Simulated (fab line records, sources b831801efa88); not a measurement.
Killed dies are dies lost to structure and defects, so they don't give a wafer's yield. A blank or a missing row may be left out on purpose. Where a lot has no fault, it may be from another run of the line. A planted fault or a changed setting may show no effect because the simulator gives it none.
2 desks, one fault	flow gf180mcu	each desk holds nothing but its own numbers, with what lay behind them at the end

## FROM THE METROLOGY DESK
What the gauges read for every lot (on any tool): the sampled wafers with a number, averaged. A lot is out of limits, marked OUT, if its mean lies more than 4 standard deviations from the usual mean; the brackets give that distance.
Columns: A = V1_CVD_00_THK at GF_V1_THK_MEAS_01, usual 599 nm
lot	first seen here	A
L636	day 17 02:16	600
L637	day 17 10:05	601
L640	day 18 16:25	587
L644	day 20 07:19	586
L645	day 20 15:50	617
L652	day 23 02:14	597
L653	day 23 09:19	597
L655	day 23 23:01	597
L656	day 24 03:58	605
L657	day 24 18:01	601
L658	day 24 18:59	605
L659	day 25 18:25	602
Finding of this desk: none of the 12 lots has anything out of limits.

## FOR THE TOOL OWNER'S DESK: cmp-02
The tool's own readings at GF_V1_CMP_04 (polishes SiO2): means of the sampled wafers that have a number, for each lot that ran on this tool. A lot is out of limits, marked OUT, if its mean lies more than 4 standard deviations from the usual mean; the brackets give that distance.
Columns: A = edge zone pressure frac at GF_V1_CMP_04, usual 1.000; B = head pressure psi at GF_V1_CMP_04, usual 4.001 psi; C = motor current A at GF_V1_CMP_04, usual 12.0 A; D = time to endpoint s at GF_V1_CMP_04, usual 82 s
lot	first seen here	A	B	C	D
L637	day 17 10:16	0.997	4.005	11.3	81
L653	day 23 09:35	1.006	3.993	12.8	85
L655	day 23 23:15	1.001	4.000	13.7	85
L657	day 24 18:13	0.997	3.995	13.0	85
L658	day 24 19:17	1.007	3.988	13.9	82
L659	day 25 18:48	0.998	3.996	12.9	78
Finding of this desk: none of the 6 lots has anything out of limits.

## TAKEN TOGETHER
Metrology desk: nothing out of limits seen.
Nothing out of limits was seen by the tool owner's desk.

## WHAT THE SIMULATOR HAD PUT IN
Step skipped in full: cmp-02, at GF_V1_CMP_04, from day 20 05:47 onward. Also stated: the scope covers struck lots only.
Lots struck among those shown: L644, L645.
